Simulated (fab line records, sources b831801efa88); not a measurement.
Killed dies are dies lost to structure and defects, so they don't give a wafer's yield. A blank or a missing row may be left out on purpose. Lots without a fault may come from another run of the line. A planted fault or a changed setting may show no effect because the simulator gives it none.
Problem report in the 8D (eight disciplines) form, filled by code | flow sky130 | the parts of the form that need people (team, actions taken, sign-off) are left out

1. THE PROBLEM
VT_ADJUST_PCH_TW at SKY_VT_ADJUST_PCH_TW_MEAS_10 reads a mean of 152.8 on 6 wafers of 2 lots; wafers without a fault read 144.1 with a standard deviation of 0.98. That is +8.9 standard deviations from the usual mean.
First seen on wafer L594.4, day 14 20:14, on film_metro-02. The record holds 36 wafers of 12 lots with a number at this step. Rule for "out", or "out of limits": more than 4 standard deviations from the usual mean. The other wafers with a number count as sound.

2. WHAT IT IS AND WHAT IT IS NOT
question                    | is                           | is not
which readings at this step | VT_ADJUST_PCH_TW             | -
which lots                  | L594, L596                   | L581, L583, L584, L585, L588, L589, L597, L601, L602, L603
which wafers of those lots  | all that have a number       | -
read on which gauges        | film_metro-01, film_metro-02 | film_metro-04
when                        | from day 14 20:14            | up to then (18 sound wafers); but 12 sound wafers of L597, L601, L602, L603 came after

3. SUSPECTS, AND WHAT RULES EACH OUT
Counting: a tool at a process step up to the reading stays a suspect if it ran every lot that is out and no sound lot after the first of them.
- the gauge at SKY_VT_ADJUST_PCH_TW_MEAS_10: ruled out. The wafers that are out were read on 2 gauges (film_metro-01, film_metro-02).
- implanter-02 at SKY_VT_ADJUST_PCH_IMPLANT_08: kept. It ran every lot that is out, first L594 (day 14 20:02), and no sound lot after that; its last sound lot up to then is L589 (day 13 12:28). Its own readings are out on those wafers: beam_on_s, end_station_pressure_torr, faraday_current_uA.
Left after counting: implanter-02 at SKY_VT_ADJUST_PCH_IMPLANT_08.

4. THE CAUSE (what the simulator had put in)
Process parameter drift: implanter-02, from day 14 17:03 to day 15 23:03, at SKY_VT_ADJUST_PCH_IMPLANT_08. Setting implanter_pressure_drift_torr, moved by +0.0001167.
Process parameter drift: implanter-02, from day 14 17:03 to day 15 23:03, at SKY_VT_ADJUST_PCH_IMPLANT_08. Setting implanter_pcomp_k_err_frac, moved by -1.
Counting left only this tool.

5. THE CHAIN OF EFFECTS, in route order
Each row: a reading whose mean over the struck wafers that have a number lies more than 3 standard deviations from the usual. Only readings for which the record gives a usual standard deviation are gone through. hours: the time from each lot's start at the first step in this table that gives one to its start at this step, as a median over the lots. sigmas: the change in usual standard deviations.
hours | step                         | reading                   | usual      | on struck wafers | change | sigmas
0     | SKY_VT_ADJUST_PCH_IMPLANT_08 | beam_on_s                 | 10.00 s    | 12.94            | +2.94  | +15
0     | SKY_VT_ADJUST_PCH_IMPLANT_08 | end_station_pressure_torr | 5e-06 Torr | 1e-04            | +1e-04 | +99 or more
0     | SKY_VT_ADJUST_PCH_IMPLANT_08 | faraday_current_uA        | 2.82       | 2.20             | -0.62  | -12
0     | SKY_VT_ADJUST_PCH_TW_MEAS_10 | VT_ADJUST_PCH_TW          | 144.1      | 152.8            | +8.7   | +8.9
The process steps in it:
- SKY_VT_ADJUST_PCH_IMPLANT_08
Later measuring or inspecting steps at which every struck wafer that the step has a row for has a number for every such reading, and none has moved that far: SKY_VIA1_OVL_MEAS_13, SKY_VIA1_THK_MEAS_23.

6. WHAT WOULD HAVE CAUGHT IT SOONER
In this record the first reading out of limits at a measuring or inspecting step was taken at day 14 20:14, 3 hours after the fault began at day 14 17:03.
The tool's own readings at SKY_VT_ADJUST_PCH_IMPLANT_08 were out on every struck wafer that the step has a row for (beam_on_s, end_station_pressure_torr, faraday_current_uA): an alarm limit on them would have fired on the first of those.
Of the lots that are out (2), L596 began SKY_VT_ADJUST_PCH_IMPLANT_08 on implanter-02 after day 14 20:14. A hold on the tool at that time would have spared it.
